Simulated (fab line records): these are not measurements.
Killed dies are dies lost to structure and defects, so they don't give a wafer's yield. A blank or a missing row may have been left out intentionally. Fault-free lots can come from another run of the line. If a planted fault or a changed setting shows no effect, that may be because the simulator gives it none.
Chamber matching || flow gf180mcu || GF_V5_CMP_04 on cmp-01: 4 sister chambers
The step polishes SiO2. 8 wafers are shown with their chamber, then 9 later ones without.

== EACH WAFER AND ITS CHAMBER ==
{"wafer": "L772.5", "chamber": 0, "motor current A (A)": 12.2}
{"wafer": "L773.5", "chamber": 0, "motor current A (A)": 11.7}
{"wafer": "L775.5", "chamber": 2, "motor current A (A)": 12.0}
{"wafer": "L775.6", "chamber": 1, "motor current A (A)": 14.1}
{"wafer": "L776.1", "chamber": 1, "motor current A (A)": 14.4}
{"wafer": "L776.2", "chamber": 3, "motor current A (A)": 10.9}
{"wafer": "L776.4", "chamber": 2, "motor current A (A)": 12.3}
{"wafer": "L778.2", "chamber": 3, "motor current A (A)": 11.0}

== WAFERS MISSING THEIR CHAMBER ==
{"wafer": "L778.5", "motor current A (A)": 13.7}
{"wafer": "L778.6", "motor current A (A)": 12.0}
{"wafer": "L779.2", "motor current A (A)": 11.7}
{"wafer": "L779.5", "motor current A (A)": 11.8}
{"wafer": "L779.6", "motor current A (A)": 11.0}
{"wafer": "L784.2", "motor current A (A)": 11.7}
{"wafer": "L784.4", "motor current A (A)": 11.8}
{"wafer": "L785.4", "motor current A (A)": 10.8}
{"wafer": "L785.5", "motor current A (A)": 12.5}

== CHAMBER TAKEN BY EACH ==
{"wafer": "L778.5", "from the rows above": 1, "in truth": 1}
{"wafer": "L778.6", "from the rows above": "can't be placed: 0 or 2", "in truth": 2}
{"wafer": "L779.2", "from the rows above": "can't be placed: 0 or 2", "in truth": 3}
{"wafer": "L779.5", "from the rows above": "can't be placed: 0 or 2", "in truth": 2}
{"wafer": "L779.6", "from the rows above": 3, "in truth": 3}
{"wafer": "L784.2", "from the rows above": "can't be placed: 0 or 2", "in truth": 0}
{"wafer": "L784.4", "from the rows above": "can't be placed: 0 or 2", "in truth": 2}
{"wafer": "L785.4", "from the rows above": 3, "in truth": 3}
{"wafer": "L785.5", "from the rows above": "can't be placed: 2 or 0", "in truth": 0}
Correct placement for 3 of the 9. Can't be placed from these rows: 6 (the true chamber is among the candidates in 5). Number placed wrongly: 0.
How it was worked out, from the rows above alone: a wafer's distance from a chamber is the root of the sum, over the readings, of the square of ((its reading less the chamber's mean) divided by the reading's scatter). If the next closest chamber is less than 2 further off than the closest, the wafer can't be placed; otherwise it belongs to the closest. A chamber's mean is the mean of its shown wafers. How the scatter is found: for the shown wafers, subtract from each reading the mean of its chamber, square and add these, divide the total by (wafers less chambers), then take the root.
